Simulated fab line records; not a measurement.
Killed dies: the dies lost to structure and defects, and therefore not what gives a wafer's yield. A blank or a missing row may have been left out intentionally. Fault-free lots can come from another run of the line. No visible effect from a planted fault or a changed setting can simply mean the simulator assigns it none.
The tool behind it: which one? ; flow gf180mcu ; 38 wafers from 13 lots sampled at 2 of the route's 602 steps

## WHAT THE GAUGES SHOWED, per wafer
GF_M1_RS_MEAS_05: uses a four-point probe to measure.
lot;measured;on;M1_ALCU_RS (ohm/sq)
L224;day 16 03:23;filmMetro-03;0.0692 0.0699 0.0693
L225;day 16 15:08;filmMetro-02;0.0693 0.0715 0.0695
L226;day 16 20:37;filmMetro-03;0.0692 0.0694 0.0678
L230;day 18 06:08;filmMetro-02;0.0697 0.0710 0.0697
L232;day 18 21:25;filmMetro-02;0.0698 0.0731
L236;day 20 14:53;filmMetro-03;0.0688 0.0700 0.0694
L238;day 21 11:48;filmMetro-02;0.0713 0.0709 0.0701
L240;day 21 23:25;filmMetro-02;0.0685 0.0692 0.0690
L242;day 22 15:41;filmMetro-02;0.0688 0.0678 0.0679
L243;day 23 12:20;filmMetro-01;0.0700 0.0699 0.0705
L244;day 23 13:51;filmMetro-02;0.0702 0.0688 0.0696
L246;day 24 01:31;filmMetro-02;0.0701 0.0698 0.0700
L247;day 24 07:19;filmMetro-03;0.0708 0.0711 0.0709

## WHICH TOOL RAN EACH LOT (tool, then ch and the chambers of the sampled wafers, then the start)
lot;GF_M1_SPUTTER_02
L224;pvdSputter-04, day 16 03:18
L225;pvdSputter-04, day 16 15:01
L226;pvdSputter-01, day 16 20:31
L230;pvdSputter-01, day 18 06:02
L232;pvdSputter-01, day 18 21:16
L236;pvdSputter-04, day 20 14:45
L238;pvdSputter-04, day 21 11:39
L240;pvdSputter-03, day 21 23:19
L242;pvdSputter-03, day 22 15:34
L243;pvdSputter-01, day 23 12:13
L244;pvdSputter-04, day 23 13:43
L246;pvdSputter-04, day 24 01:24
L247;pvdSputter-04, day 24 07:12
- GF_M1_SPUTTER_02: material AlCu, target thk 450 nm, time 23.9 s.

## WHAT THE TOOLS THEMSELVES READ (means of the sampled wafers that have a number; where no wafer has one, the mark that the record gives instead)
GF_M1_SPUTTER_02.
lot;tool;throttleValvePct (%)
L224;pvdSputter-04;31.1
L225;pvdSputter-04;31.1
L226;pvdSputter-01;30.6
L230;pvdSputter-01;30.5
L232;pvdSputter-01;31.1
L236;pvdSputter-04;30.9
L238;pvdSputter-04;30.7
L240;pvdSputter-03;31.0
L242;pvdSputter-03;30.4
L243;pvdSputter-01;31.4
L244;pvdSputter-04;31.0
L246;pvdSputter-04;30.9
L247;pvdSputter-04;31.0

## THE ANSWER, worked out from the rows above alone
Rule: usual is defined by the lots themselves. The widest of any qualifying gaps counts: lots, ordered by their means at a reading, are off when they make up no more than a third of the lots, leave a main group of 4 or more, and stand apart from it by 3 or more times the standard deviation of that group's means. The tables above print the reading to a certain number of digits; a main group whose means all agree to those digits is not used. A lot without any number at a reading at which 4 lots or more have one is off too. Where the step has rows for the other lots, those lots are counted as sound. Order of review: gauges by route order, followed by the tools' own readings, for which a lot's mean as printed above is used. At the first step where some lot is off, the reading lying furthest off is the one used; lots without a number count as furthest.
No lot is off at any reading shown: from this, nothing can be told.

## WHAT THE SIMULATOR HAD PUT IN
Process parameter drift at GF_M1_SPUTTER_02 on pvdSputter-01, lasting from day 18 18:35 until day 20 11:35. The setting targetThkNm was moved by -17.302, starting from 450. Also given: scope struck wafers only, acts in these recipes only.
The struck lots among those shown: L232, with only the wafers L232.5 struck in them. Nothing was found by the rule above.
